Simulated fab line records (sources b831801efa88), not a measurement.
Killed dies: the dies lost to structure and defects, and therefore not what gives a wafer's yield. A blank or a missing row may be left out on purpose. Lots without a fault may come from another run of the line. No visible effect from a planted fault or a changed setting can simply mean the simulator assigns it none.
Which tool is to blame? / flow gf180mcu / 12 lots with 36 wafers sampled at 2 steps, on a route of 602 steps

WHAT EACH GAUGE READ, for each wafer
GF_HV_LDD_THK_MEAS_57. Usual: for HV_LDD_CVD_56_THK the level is 90.0 nm and the standard deviation is 0.75.
lot=L762; measured=day 13 09:38; on=film_metro-03; HV_LDD_CVD_56_THK (nm)=89.6 88.3 88.8; flag=
lot=L765; measured=day 14 07:29; on=film_metro-03; HV_LDD_CVD_56_THK (nm)=90.4 89.3 90.4; flag=
lot=L767; measured=day 14 22:02; on=film_metro-03; HV_LDD_CVD_56_THK (nm)=89.7 89.8 90.2; flag=
lot=L768; measured=day 15 10:34; on=film_metro-04; HV_LDD_CVD_56_THK (nm)=89.7 90.0 88.0; flag=
lot=L769; measured=day 15 19:02; on=film_metro-02; HV_LDD_CVD_56_THK (nm)=95.6 95.8 95.8; flag=OFF
lot=L770; measured=day 16 02:29; on=film_metro-04; HV_LDD_CVD_56_THK (nm)=98.0 98.1 97.5; flag=OFF
lot=L771; measured=day 16 15:04; on=film_metro-04; HV_LDD_CVD_56_THK (nm)=96.2 95.5 96.0; flag=OFF
lot=L778; measured=day 18 19:10; on=film_metro-02; HV_LDD_CVD_56_THK (nm)=89.9 91.2 91.0; flag=
lot=L779; measured=day 19 08:44; on=film_metro-04; HV_LDD_CVD_56_THK (nm)=90.8 90.0 90.1; flag=
lot=L780; measured=day 20 06:53; on=film_metro-04; HV_LDD_CVD_56_THK (nm)=89.5 89.4 89.1; flag=
lot=L781; measured=day 20 10:22; on=film_metro-04; HV_LDD_CVD_56_THK (nm)=90.3 89.4 89.2; flag=
lot=L782; measured=day 20 23:17; on=film_metro-03; HV_LDD_CVD_56_THK (nm)=89.4 89.5 89.5; flag=

TOOL THAT RAN EACH LOT (tool first, then ch and the chambers of the sampled wafers, then the start)
lot=L762; GF_HV_LDD_CVD_56=lpcvd-01 ch 0, day 13 08:11
lot=L765; GF_HV_LDD_CVD_56=lpcvd-01 ch 1, day 14 06:04
lot=L767; GF_HV_LDD_CVD_56=lpcvd-01 ch 1, day 14 20:36
lot=L768; GF_HV_LDD_CVD_56=lpcvd-01 ch 1, day 15 09:08
lot=L769; GF_HV_LDD_CVD_56=lpcvd-01 ch 1, day 15 17:34
lot=L770; GF_HV_LDD_CVD_56=lpcvd-01 ch 0, day 16 01:02
lot=L771; GF_HV_LDD_CVD_56=lpcvd-01 ch 1, day 16 13:38
lot=L778; GF_HV_LDD_CVD_56=lpcvd-02 ch 0, day 18 17:44
lot=L779; GF_HV_LDD_CVD_56=lpcvd-02 ch 1, day 19 07:18
lot=L780; GF_HV_LDD_CVD_56=lpcvd-02 ch 0, day 20 05:27
lot=L781; GF_HV_LDD_CVD_56=lpcvd-01 ch 0, day 20 08:56
lot=L782; GF_HV_LDD_CVD_56=lpcvd-01 ch 0, day 20 21:08
- GF_HV_LDD_CVD_56: deposits Si3N4 from DCS/NH3, target thk 90 nm, time 1543 s.

WHAT THE TOOLS THEMSELVES READ (means of the sampled wafers that have a number; where no wafer has one, the mark that the record gives instead)
The record holds no such reading with a usual standard deviation.

THE ANSWER, worked out from the rows above alone
Rule: a lot counts as off when the mean over its wafers that have a number is more than 3 standard deviations away from the usual mean. A lot without any number at a reading at which 4 lots or more have one is off too. Any other lot the step has rows for is counted as sound. After the gauges, taken in route order, come the tools' own readings; for these a lot's mean is taken, as printed above. The first step at which some lot is off is used, and at that step the reading that is off furthest; a lot without a number counts as furthest.
Off: L769, L770, L771, seen at GF_HV_LDD_THK_MEAS_57 (HV_LDD_CVD_56_THK).
If a tool, at a process step before that reading, ran all the lots that are off and no sound lot after the first of them, it fits. Those tools and the gauges at GF_HV_LDD_THK_MEAS_57 are tried in the same way. None of those tried fits.

WHAT THE SIMULATOR HAD INSERTED
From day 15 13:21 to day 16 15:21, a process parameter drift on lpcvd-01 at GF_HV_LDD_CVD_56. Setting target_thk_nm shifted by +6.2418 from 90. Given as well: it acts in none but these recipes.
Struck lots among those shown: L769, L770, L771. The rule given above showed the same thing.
